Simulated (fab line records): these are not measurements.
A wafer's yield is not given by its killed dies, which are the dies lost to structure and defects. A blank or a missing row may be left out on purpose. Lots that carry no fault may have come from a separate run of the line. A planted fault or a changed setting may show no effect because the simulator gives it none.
Commonality check across tools    flow sky130    13 lots and 39 wafers in the sample

== THE REASON FOR OPENING IT ==
SKY_LDD_P_TW_MEAS_11, reading LDD_P_TW: flagged on 2 of 13 lots. Wafers without a fault read 637.8, standard deviation 3.
Rule: a lot is flagged in two cases, either no wafer of it has a number, or all its wafers with numbers fall more than 4 standard deviations from that mean. All remaining lots are regarded as sound.

lot   measured      on             LDD_P_TW, wafer by wafer  flag
L841  day 18 18:49  film-metro-04  637.9 640.8 639.8         
L843  day 19 19:31  film-metro-01  633.3 636.6 636.3         
L844  day 20 03:25  film-metro-04  577.6 576.0 575.9         FLAGGED
L845  day 20 10:14  film-metro-03  580.9 581.5 582.8         FLAGGED
L847  day 21 12:13  film-metro-04  638.1 640.7 637.8         
L854  day 23 23:01  film-metro-04  634.2 632.4 635.6         
L855  day 24 10:08  film-metro-03  639.4 638.2 640.6         
L857  day 25 01:41  film-metro-01  636.3 636.3 634.6         
L858  day 25 08:49  film-metro-04  638.3 640.3 638.3         
L859  day 25 14:47  film-metro-01  636.3 638.9 640.0         
L862  day 27 11:37  film-metro-01  636.9 640.6 638.9         
L863  day 27 13:25  film-metro-04  634.7 638.4 640.0         
L864  day 27 22:03  film-metro-01  643.7 639.7 637.5         
Average over the flagged lots: 579.1; offset from the usual -58.7, equal to -20 standard deviations.

== WHICH TOOL RAN EACH LOT ==
The record holds 1 process step before the reading, out of a route of 708 steps. Every cell lists first the tool, next ch and the chambers used by the sampled wafers, and last the start.
lot   flag     SKY_LDD_P_IMPLANT_09
L841           implanter-03 ch 0, day 18 18:34
L843           implanter-03 ch 0, day 19 19:16
L844  FLAGGED  implanter-03 ch 0, day 20 03:10
L845  FLAGGED  implanter-03 ch 0, day 20 10:00
L847           implanter-01 ch 0, day 21 11:59
L854           implanter-03 ch 0, day 23 22:46
L855           implanter-01 ch 0, day 24 09:54
L857           implanter-04 ch 0, day 25 01:26
L858           implanter-04 ch 0, day 25 08:34
L859           implanter-04 ch 0, day 25 14:34
L862           implanter-01 ch 0, day 27 11:22
L863           implanter-04 ch 0, day 27 13:10
L864           implanter-03 ch 0, day 27 21:51
What is done by these steps:
- SKY_LDD_P_IMPLANT_09
- SKY_LDD_P_TW_MEAS_11

== FLAGGED OVER TOTAL, TOOL BY TOOL (the gauges that took the reading come last) ==
step                  tool           lots run  flagged  share of the flagged lots  sound lots run after its first flagged lot
SKY_LDD_P_IMPLANT_09  implanter-01   3         0        none                       -
SKY_LDD_P_IMPLANT_09  implanter-03   6         2        all                        2 (L854,L864)
SKY_LDD_P_IMPLANT_09  implanter-04   4         0        none                       -
SKY_LDD_P_TW_MEAS_11  film-metro-01  5         0        none                       -
SKY_LDD_P_TW_MEAS_11  film-metro-03  2         1        some                       1 (L855)
SKY_LDD_P_TW_MEAS_11  film-metro-04  6         1        some                       4 (L847,L854,L858,L863)

== WHAT IS ALLOWED BY THE TABLE ==
All flagged lots share 1 row of the table, namely implanter-03 at SKY_LDD_P_IMPLANT_09.
- implanter-03 at SKY_LDD_P_IMPLANT_09: 2 of its 6 lots flagged. After the first flagged lot (L854, L864), sound lots still ran on it; a lasting fault on the whole tool would not permit that.
Every row of the table either missed a flagged lot or ran a sound lot after the first.

== WHAT HAD BEEN PUT IN BY THE SIMULATOR ==
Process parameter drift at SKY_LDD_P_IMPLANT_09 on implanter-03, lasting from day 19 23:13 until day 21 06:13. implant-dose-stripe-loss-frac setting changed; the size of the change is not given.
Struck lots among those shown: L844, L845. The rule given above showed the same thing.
